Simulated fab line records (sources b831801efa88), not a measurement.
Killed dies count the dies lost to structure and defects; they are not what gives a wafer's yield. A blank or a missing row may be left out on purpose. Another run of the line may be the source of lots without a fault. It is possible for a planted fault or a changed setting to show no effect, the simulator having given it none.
2 desks, one fault    flow sky130    numbers are kept per desk, each desk with only its own; the story behind them comes last

## THE TOOL OWNER'S DESK: pecvd-03
The tool's own readings at SKY_CONTACT_CVD_00 (deposits Si3N4, target thk 75 nm): means of the sampled wafers that have a number, for each lot that ran on this tool. Any lot whose mean is over 4 standard deviations away from the usual mean is out of limits and marked OUT; that distance is given in the brackets.
Columns: A = heater_power_w at SKY_CONTACT_CVD_00, usual 800 W
lot   first seen here  A
L356  day 33 15:50     806
L357  day 34 01:19     824
L365  day 36 22:33     793
L366  day 37 13:29     677
This desk's finding: nothing out of limits on any of the 4 lots.

## FROM THE METROLOGY DESK
Means of the sampled wafers that have a number, per lot and without regard to the tool the lot ran on: this is what the gauges read. Any lot whose mean is over 4 standard deviations away from the usual mean is out of limits and marked OUT; that distance is given in the brackets.
Columns: A = CONTACT_CVD_00_THK at SKY_CONTACT_THK_MEAS_01, usual 75.0 nm
lot   first seen here  A
L350  day 32 05:44     74.5
L356  day 33 15:53     75.4
L357  day 34 01:21     77.5
L360  day 35 01:23     75.9
L361  day 35 05:29     75.4
L362  day 35 16:09     76.0
L363  day 35 23:32     76.0
L365  day 36 22:35     74.6
L366  day 37 13:32     75.3
L368  day 37 16:11     77.1
L367  day 37 17:33     75.2
This desk's finding: nothing out of limits on any of the 11 lots.

## PUT TOGETHER
The desk of the tool owner found nothing out of limits.
Metrology desk: nothing out of limits seen.

## WHAT THE SIMULATOR HAD INSERTED
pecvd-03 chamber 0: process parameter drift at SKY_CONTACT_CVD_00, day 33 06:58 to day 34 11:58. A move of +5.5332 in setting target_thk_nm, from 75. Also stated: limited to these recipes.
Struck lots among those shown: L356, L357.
